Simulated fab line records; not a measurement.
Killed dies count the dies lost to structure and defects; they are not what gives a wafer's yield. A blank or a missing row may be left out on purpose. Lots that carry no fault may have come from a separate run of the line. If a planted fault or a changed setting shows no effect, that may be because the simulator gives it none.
The tool behind it: which one? | flow sky130 | 10 lots with 30 wafers sampled at 6 steps, on a route of 708 steps

== WHAT THE GAUGES SHOWED, per wafer ==
SKY_VIA3_THK_MEAS_01.
lot  | measured     | on            | VIA3_HDPCVD_THK (nm)
L889 | day 38 13:19 | film-metro-01 | 1567 1571 1575
L891 | day 39 00:18 | film-metro-02 | 1586 1574 1581
L890 | day 39 02:46 | film-metro-04 | 1587 1563 1600
L893 | day 39 21:19 | film-metro-01 | 1580 1599 1588
L897 | day 41 10:11 | film-metro-04 | 1603 1595 1588
L899 | day 42 07:41 | film-metro-04 | 1566 1581 1566
L900 | day 42 09:46 | film-metro-04 | 1606 1602 1610
L901 | day 42 16:05 | film-metro-01 | 1587 1589 1572
L908 | day 44 06:27 | film-metro-01 | 1586 1562 1593
L911 | day 44 23:30 | film-metro-01 | 1593 1595 1580

SKY_VIA4_RS_MEAS_19: the measuring method here is four-point-probe.
lot  | measured     | on            | VIA4_W_RS (ohm/sq)
L889 | day 42 18:17 | film-metro-03 | 0.2325 0.2300 0.2312
L891 | day 43 03:26 | film-metro-04 | 0.2289 0.2281 0.2318
L890 | day 43 07:50 | film-metro-01 | 0.2283 0.2289 0.2274
L893 | day 44 00:17 | film-metro-04 | 0.2300 0.2319 0.2261
L897 | day 45 09:35 | film-metro-03 | 0.2288 0.2286 0.2286
L899 | day 46 04:13 | film-metro-01 | 0.2281 0.3125 0.2251
L900 | day 46 05:25 | film-metro-04 | 0.3131 0.2282 0.2284
L901 | day 46 11:53 | film-metro-01 | 0.2333 0.2256 0.2330
L908 | day 47 21:58 | film-metro-04 | 0.2318 0.2314 0.2313
L911 | day 48 12:13 | film-metro-04 | 0.2336 0.2314 0.2316

SKY_VIA4_THK_MEAS_20: measures by xrf.
lot  | measured     | on            | VIA4_W_THK (nm)
L889 | day 42 18:24 | film-metro-03 | 487 493 494
L891 | day 43 03:33 | film-metro-04 | 482 487 475
L890 | day 43 07:57 | film-metro-01 | 491 488 492
L893 | day 44 00:23 | film-metro-04 | 485 481 494
L897 | day 45 09:43 | film-metro-03 | 491 491 495
L899 | day 46 04:20 | film-metro-01 | 485 359 492
L900 | day 46 05:32 | film-metro-04 | 355 484 484
L901 | day 46 11:59 | film-metro-01 | 474 491 477
L908 | day 47 22:05 | film-metro-04 | 480 477 481
L911 | day 48 12:20 | film-metro-04 | 474 477 475

== TOOL THAT RAN EACH LOT (tool first, then ch and the chambers of the sampled wafers, then the start) ==
lot  | SKY_CAPM_SPUTTER_02          | SKY_CAPM_METAL_ETCH_13            | SKY_VIA4_CVD_18
L889 | pvd-sputter-02, day 36 07:05 | rie-metal-03 ch 0,1, day 37 08:53 | cvd-w-01 ch 0,1, day 42 18:07
L891 | pvd-sputter-02, day 36 19:15 | rie-metal-03 ch 0, day 37 20:50   | cvd-w-01 ch 0, day 43 03:16
L890 | pvd-sputter-04, day 36 21:52 | rie-metal-03 ch 0,1, day 37 23:20 | cvd-w-02 ch 0,1, day 43 07:40
L893 | pvd-sputter-02, day 37 17:22 | rie-metal-03 ch 0, day 38 19:07   | cvd-w-02 ch 0,1, day 44 00:07
L897 | pvd-sputter-03, day 39 08:22 | rie-metal-02 ch 1, day 40 08:18   | cvd-w-01 ch 0,1, day 45 09:26
L899 | pvd-sputter-04, day 40 05:25 | rie-metal-04 ch 0,1, day 41 05:20 | cvd-w-01 ch 0,1, day 46 04:03
L900 | pvd-sputter-04, day 40 07:55 | rie-metal-02 ch 0,1, day 41 07:45 | cvd-w-01 ch 0,1, day 46 05:16
L901 | pvd-sputter-02, day 40 14:27 | rie-metal-04 ch 0,1, day 41 14:06 | cvd-w-02 ch 0,1, day 46 11:43
L908 | pvd-sputter-03, day 42 07:45 | rie-metal-04 ch 0, day 43 06:13   | cvd-w-02 ch 0,1, day 47 21:49
L911 | pvd-sputter-03, day 43 01:39 | rie-metal-03 ch 0,1, day 43 23:39 | cvd-w-02 ch 0,1, day 48 12:03
- SKY_CAPM_SPUTTER_02: material TiN, target thk 200 nm, time 166.7 s.
- SKY_CAPM_METAL_ETCH_13: etches TiN in Cl2/BCl3, stops on SiO2, target depth 220 nm, time 62.9 s.
- SKY_VIA4_CVD_18: deposits W, target thk 505 nm, time 152.14 s.

== WHAT THE TOOLS THEMSELVES READ (means of the sampled wafers that have a number; where no wafer has one, the mark that the record gives instead) ==
SKY_CAPM_SPUTTER_02.
lot  | tool           | chamber-pressure-pa (Pa) | substrate-temp-c (C) | throttle-valve-pct (%)
L889 | pvd-sputter-02 | 0.4003                   | 299.94               | 28.9
L891 | pvd-sputter-02 | 0.4004                   | 299.87               | 29.2
L890 | pvd-sputter-04 | 0.4005                   | 299.88               | 30.0
L893 | pvd-sputter-02 | 0.4003                   | 299.98               | 29.0
L897 | pvd-sputter-03 | 0.3998                   | 299.98               | 29.1
L899 | pvd-sputter-04 | 0.3992                   | 300.05               | 30.0
L900 | pvd-sputter-04 | 0.4002                   | 300.05               | 29.5
L901 | pvd-sputter-02 | 0.3994                   | 300.15               | 29.8
L908 | pvd-sputter-03 | 0.4002                   | 299.69               | 29.7
L911 | pvd-sputter-03 | 0.3997                   | 299.96               | 29.7

SKY_CAPM_METAL_ETCH_13.
lot  | tool         | bias-w (W) | drypump-motor-current-A (A) | oes-product-au (a.u.) | throttle-valve-pct (%)
L889 | rie-metal-03 | 48.44      | 5.6                         | 0.926                 | 21.900
L891 | rie-metal-03 | 48.67      | 5.8                         | 0.931                 | 21.903
L890 | rie-metal-03 | 48.50      | 5.7                         | 0.926                 | 21.915
L893 | rie-metal-03 | 48.48      | 5.8                         | 0.933                 | 21.912
L897 | rie-metal-02 | 48.46      | 5.7                         | 0.936                 | 21.895
L899 | rie-metal-04 | 48.54      | 5.7                         | 0.934                 | 21.910
L900 | rie-metal-02 | 48.65      | 5.9                         | 0.939                 | 21.907
L901 | rie-metal-04 | 48.53      | 5.4                         | 0.939                 | 21.902
L908 | rie-metal-04 | 48.64      | 4.9                         | 0.935                 | 21.902
L911 | rie-metal-03 | 48.50      | 5.7                         | 0.938                 | 21.910

SKY_VIA4_CVD_18.
lot  | tool     | chamber-pressure-Torr (Torr) | heater-power-w (W)
L889 | cvd-w-01 | 38.90                        | 923
L891 | cvd-w-01 | 39.01                        | 980
L890 | cvd-w-02 | 38.97                        | 840
L893 | cvd-w-02 | 39.04                        | 834
L897 | cvd-w-01 | 39.02                        | 929
L899 | cvd-w-01 | 39.05                        | 934
L900 | cvd-w-01 | 38.98                        | 934
L901 | cvd-w-02 | 39.03                        | 822
L908 | cvd-w-02 | 39.10                        | 837
L911 | cvd-w-02 | 39.04                        | 829

== THE ANSWER, worked out from the rows above alone ==
Rule: the lots themselves supply what counts as usual. Put in order of their means at a reading, lots are off if they are a third of the lots or fewer, leave a main group of 4 or more, and stand apart from it by a gap of 3 or more times the standard deviation of the main group's means; of several such gaps the widest counts. A main group is skipped when, at the precision printed for the reading in the tables above, its means are all equal. Also off: a lot with no number at a reading for which 4 or more lots have one. Where the step has rows for the other lots, those lots are counted as sound. After the gauges, taken in route order, come the tools' own readings; for these a lot's mean is taken, as printed above. At the first step where some lot is off, the reading lying furthest off is the one used; lots without a number count as furthest.
Off: at SKY_VIA4_RS_MEAS_19 (VIA4_W_RS), L899, L900. Main group: mean 0.2302 ohm/sq, sd 0.0013.
A tool fits if, at a process step before that reading, it ran every lot that is off, and no sound lot after the first of them. Those tools and the gauges at SKY_VIA4_RS_MEAS_19 are tried in the same way. 2 tools fit, pvd-sputter-04 at SKY_CAPM_SPUTTER_02 and cvd-w-01 at SKY_VIA4_CVD_18, so this cannot tell which one it is.

== WHAT HAD BEEN PUT IN BY THE SIMULATOR ==
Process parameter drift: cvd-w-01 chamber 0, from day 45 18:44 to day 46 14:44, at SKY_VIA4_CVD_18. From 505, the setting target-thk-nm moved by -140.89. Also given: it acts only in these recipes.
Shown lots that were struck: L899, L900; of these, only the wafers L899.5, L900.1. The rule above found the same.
